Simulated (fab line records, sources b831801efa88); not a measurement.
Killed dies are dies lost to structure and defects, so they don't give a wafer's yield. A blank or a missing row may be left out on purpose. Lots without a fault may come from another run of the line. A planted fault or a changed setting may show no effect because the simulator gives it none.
Chamber matching | flow gf180mcu | GF_V2_ETCH_16 on rie_diel-01: 4 sister chambers
The step etches BARC in N2/H2. 16 wafers are shown with their chamber, then 8 later ones without.

WAFERS WITH THEIR CHAMBER
wafer  | chamber | drypump_motor_current_A (A) | oes_product_au (a.u.) | throttle_valve_pct (%)
L074.2 | 3       | 5.7                         | 0.856                 | 13.240
L074.4 | 1       | 5.3                         | 0.853                 | 13.231
L074.5 | 1       | 5.3                         | 0.857                 | 13.210
L078.2 | 1       | 5.3                         | 0.858                 | 13.229
L078.4 | 3       | 5.7                         | 0.861                 | 13.225
L078.6 | 1       | 5.3                         | 0.857                 | 13.222
L080.2 | 2       | 6.6                         | 0.857                 | 13.219
L080.5 | 0       | 5.7                         | 0.859                 | 13.231
L080.6 | 1       | 5.3                         | 0.859                 | 13.214
L081.1 | 2       | 6.5                         | 0.860                 | 13.226
L081.4 | 0       | 5.8                         | 0.859                 | 13.227
L081.5 | 1       | 5.3                         | 0.850                 | 13.234
L084.1 | 2       | 6.6                         | 0.863                 | 13.214
L084.3 | 3       | 5.7                         | 0.856                 | 13.234
L084.5 | 3       | 5.7                         | 0.856                 | 13.228
L085.1 | 0       | 5.7                         | 0.864                 | 13.222

SIGNATURES (means of the wafers above)
reading                 | chamber 0 | chamber 1 | chamber 2 | chamber 3 | scatter within a chamber
drypump_motor_current_A | 5.733     | 5.300     | 6.567     | 5.700     | 0.0333
oes_product_au          | 0.86067   | 0.85567   | 0.86000   | 0.85725   | 0.00307
throttle_valve_pct      | 13.22667  | 13.22333  | 13.21967  | 13.23175  | 0.00773
Rule: a wafer's distance from a chamber is the root of the sum, over the readings, of the square of ((its reading less the chamber's mean) divided by the reading's scatter). The wafer belongs to the nearest chamber; if the next one is less than 2 further off, it can't be placed. The scatter: the root of (the sum of the squares of (reading less its chamber's mean) over the shown wafers, divided by (wafers less chambers)).

WAFERS WITHOUT THEIR CHAMBER
wafer  | drypump_motor_current_A (A) | oes_product_au (a.u.) | throttle_valve_pct (%)
L085.3 | 5.7                         | 0.859                 | 13.226
L085.5 | 6.6                         | 0.851                 | 13.200
L088.2 | 6.6                         | 0.854                 | 13.215
L088.4 | 5.7                         | 0.861                 | 13.227
L088.5 | 5.3                         | 0.857                 | 13.245
L092.1 | 5.7                         | 0.855                 | 13.225
L092.4 | 6.5                         | 0.854                 | 13.212
L092.5 | 5.3                         | 0.857                 | 13.241

WHICH CHAMBER EACH WENT THROUGH
wafer  | from the rows above     | in truth
L085.3 | can't be placed: 3 or 0 | 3
L085.5 | 2                       | 2
L088.2 | 2                       | 2
L088.4 | can't be placed: 0 or 3 | 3
L088.5 | 1                       | 1
L092.1 | can't be placed: 3 or 0 | 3
L092.4 | 2                       | 2
L092.5 | 1                       | 1
Placed correctly: 5 of 8. Can't be placed from these rows: 3 (the true chamber is among the candidates in 3). Placed wrongly: 0.
